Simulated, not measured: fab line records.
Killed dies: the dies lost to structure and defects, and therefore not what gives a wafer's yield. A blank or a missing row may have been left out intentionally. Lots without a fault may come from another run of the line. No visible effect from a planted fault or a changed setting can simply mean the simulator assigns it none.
Problem report in the 8D (eight disciplines) form, filled by code ; flow sky130 ; the parts of the form that need people (team, actions taken, sign-off) are left out

## 1. THE PROBLEM
At SKY_PAD_OPEN_PROBE_99, killed-at-front-end averages 46 over 6 wafers from 2 lots, while fault-free wafers read 15, standard deviation 4.1. That is +7.6 standard deviations from the usual mean.
Seen first at day 47 16:09 on prober-01, wafer L197.1. The record has a number at this step for 6 wafers belonging to 2 lots. Rule for "out", or "out of limits": more than 4 standard deviations from the usual mean. All remaining wafers that have a number are taken as sound.

## 2. WHAT IT IS; WHAT IT IS NOT
question;is;is not
which readings at this step;killed-at-front-end;killed_at_M0_to_M3, killed_at_M4_up, killed-at-contacts, killed-at-other, killed-open, killed-short
which lots;L197, L198;-
which wafers of those lots;all that have a number;-
read on which tools;prober-01, prober-02;-
when;from day 47 16:09;up to then (0 sound wafers)

## 3. THE SUSPECTS, EACH WITH WHAT RULES IT OUT
Counting: any tool at a process step up to the reading is kept as a suspect provided that every lot that is out went through it and no sound lot did after the first of them.
- plasma-asher-02 at SKY_PWDE_STRIP_09 (strips in O2/N2): kept. It ran every lot that is out, first L197 (day 5 15:15), and no sound lot after that.
- cvd-w-02 at SKY_VIA3_CVD_21 (deposits W, target thk 390 nm, time 117.31 s): kept. It ran every lot that is out, first L197 (day 41 22:56), and no sound lot after that.
What counting leaves: plasma-asher-02 at SKY_PWDE_STRIP_09 and cvd-w-02 at SKY_VIA3_CVD_21.

## 4. THE CAUSE (what the simulator had put in)
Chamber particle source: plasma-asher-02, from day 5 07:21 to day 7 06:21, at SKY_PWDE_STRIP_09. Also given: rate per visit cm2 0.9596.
2 suspects survive the count, and this tool is in that group.

## 5. THE EFFECT CHAIN, in route order
Each row: a reading whose mean over the struck wafers that have a number lies more than 3 standard deviations from the usual. Only readings whose record carries a usual standard deviation are examined. hours: median over the lots of the time between each lot's start at the first step of this table that gives one and its start at this step. sigmas: the change, counted in usual standard deviations.
hours;step;reading;usual;on struck wafers;change;sigmas
0;SKY_PAD_OPEN_PROBE_99;killed-at-front-end;15;46;+31;+7.6
0;SKY_PAD_OPEN_PROBE_99;killed-dies;84;116;+32;+3.3
The process steps in it:
- SKY_PAD_OPEN_PROBE_99

## 6. HOW IT WOULD HAVE BEEN CAUGHT EARLIER
In this record no reading fell out of limits until day 47 16:09, 1017 hours after the fault had begun at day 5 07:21.
Tool readings at SKY_PWDE_STRIP_09 with a usual standard deviation given in the record: none out on any struck wafer, hence no alarm at a limit of 4 standard deviations on them.
By day 47 16:09 the whole set of lots that are out, 2 in number, had already begun SKY_PWDE_STRIP_09 on plasma-asher-02. Holding the tool at that point would not have protected any of them.
